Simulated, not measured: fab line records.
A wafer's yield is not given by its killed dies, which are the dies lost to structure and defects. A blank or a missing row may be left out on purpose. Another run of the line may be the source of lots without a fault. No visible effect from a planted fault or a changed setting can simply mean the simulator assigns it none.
A lot that was struck, set against a sound lot    flow sky130    16 out of 708 route steps
Sound: the wafers L724.2, L724.4, L724.5. The struck wafers were L733.1, L733.4, L733.5. The cause comes at the end.
Per side, at each step with rows, come the tool, then ch with its chambers, and then its first start. Under that, the readings that differ: sound wafers    struck wafers    difference of the means    sigmas: that difference in standard deviations of wafers without a fault.
alike: readings with means less than 2 such deviations apart, plus words and numbers identical on both sides. not compared: withheld readings, readings lacking a value on some wafer, bounds such as >300 that could conceal the same value, and numbers that have no deviation in the record and whose values overlap.
The two part at a step that has a row with sigmas, a row that says differs or no value, or rows on one side only. Numbers that have no deviation but don't overlap get no sigmas and don't part them. A reading that every wafer of one side lacks parts them only if that side has two wafers or more.

SKY_METAL5_SPUTTER_03: material Ti, target thk 5 nm, time 3.3 s.
  struck on pvd-sputter-02, day 47 13:26; sound on pvd-sputter-03, day 45 04:14
  alike: throttle-valve-pct
SKY_METAL5_SPUTTER_04: material TiN, target thk 70 nm, time 58.3 s.
  struck on pvd-sputter-02, day 47 13:26; sound on pvd-sputter-03, day 45 04:15
  alike: throttle-valve-pct
SKY_METAL5_RS_MEAS_05: uses a four-point probe to measure.
  struck on film-metro-01, day 47 13:29; sound on film-metro-04, day 45 04:19
  alike: METAL5_ALCU_RS
SKY_METAL5_THK_MEAS_06: measures by xrf.
  struck on film-metro-01, day 47 13:37; sound on film-metro-04, day 45 04:26
reading               sound           struck          difference  sigmas
METAL5_ALCU_THK (nm)  1138 1098 1111  1146 1165 1148  +37         +2
then, 7 steps without rows for these wafers: SKY_METAL5_DEHYDRATE_07 (time 60 s); SKY_METAL5_HMDS_08 (prime time 60 s); SKY_METAL5_COAT_09 (resist thk 1800 nm); SKY_METAL5_SOFTBAKE_10 (time 60 s); SKY_METAL5_EXPOSE_11 (exposes mask MM5, target cd 1600 nm); SKY_METAL5_PEB_12; SKY_METAL5_DEVELOP_13 (develop time 60 s).
SKY_METAL5_DESCUM_14: chemistry O2, time 11 s.
  sound on rie-metal-01 ch 0,1, day 45 23:57; struck on rie-metal-03 ch 0,1, day 48 09:03
reading                      sound        struck       difference  sigmas
drypump-motor-current-A (A)  4.9 4.9 5.8  6.5 6.0 6.5  +1.1        +2
  alike: oes-product-au
  not compared: rf-hours-counter-h
SKY_METAL5_METAL_ETCH_15: etches the open film in Cl2/BCl3, stops on SiO2, target depth 1260 nm, time 252 s.
  sound on rie-metal-01 ch 0,1, day 45 23:59; struck on rie-metal-03 ch 0,1, day 48 09:05
  no value came back on the struck wafers for any of 5 readings (bcl3-flow-sccm (sccm), bias-w (W) and others); on the sound wafers bcl3-flow-sccm (sccm) reads 29.98 29.99 29.85
reading                                      sound              struck             difference  sigmas
model.NOVOLAK_of_METAL5_COAT_09.thk-nm (nm)  1021 1029 1026     1794 1794 1804     +772        
model.SiO2_of_VIA4_HDPCVD_00.thk-nm (nm)     547.3 549.3 548.1  573.3 577.3 573.4  +26.4       
  not compared: rf-hours-counter-h, model.METAL5.cd-nm
SKY_METAL5_STRIP_16: strips in O2/N2.
  sound on plasma-asher-02 ch 0, day 46 00:13; struck on plasma-asher-03 ch 0,1, day 48 09:19
reading                       sound              struck             difference  sigmas
strip-time-to-endpoint-s (s)  12.90 13.01 12.99  21.57 21.57 21.68  +8.64       +72
  alike: drypump-motor-current-A, oes-product-au
  not compared: rf-hours-counter-h
then, 1 step without rows for these wafers: SKY_METAL5_STRIP_17 (strips in post etch residue remover, time 1200 s).
SKY_PAD_OPEN_PROBE_99:
  struck on prober-01, day 50 00:37; sound on prober-02, day 47 20:31
reading                   sound           struck          difference  sigmas
defect-limited-yield (%)  79.9 83.1 83.7  0 0 0           -82         -43
killed_at_M4_up           3 2 2           431 415 415     +418        +99 or more
killed-dies               99 83 80        492 492 492     +405        +44
killed-on-rim             20 22 23        96 96 96        +74         +19
killed-open               58 53 51        32 47 40        -14         -2
sort_bin_5_function (%)   12.8 12.0 8.7   95.7 93.7 93.7  +83.2       +55
sort-n-pass               393 409 412     0 0 0           -405        -44
sort-yield-pct (%)        79.9 83.1 83.7  0 0 0           -82         -43
  alike: killed_at_M0_to_M3, killed-at-contacts, killed-at-front-end, killed-at-other, killed-short, sort_bin_3_pad_short, sort_bin_6_memory

== WHERE THEY PART ==
Last at SKY_PAD_OPEN_PROBE_99 as far as this record goes, first at SKY_METAL5_THK_MEAS_06.

WHY: what the simulator had put in
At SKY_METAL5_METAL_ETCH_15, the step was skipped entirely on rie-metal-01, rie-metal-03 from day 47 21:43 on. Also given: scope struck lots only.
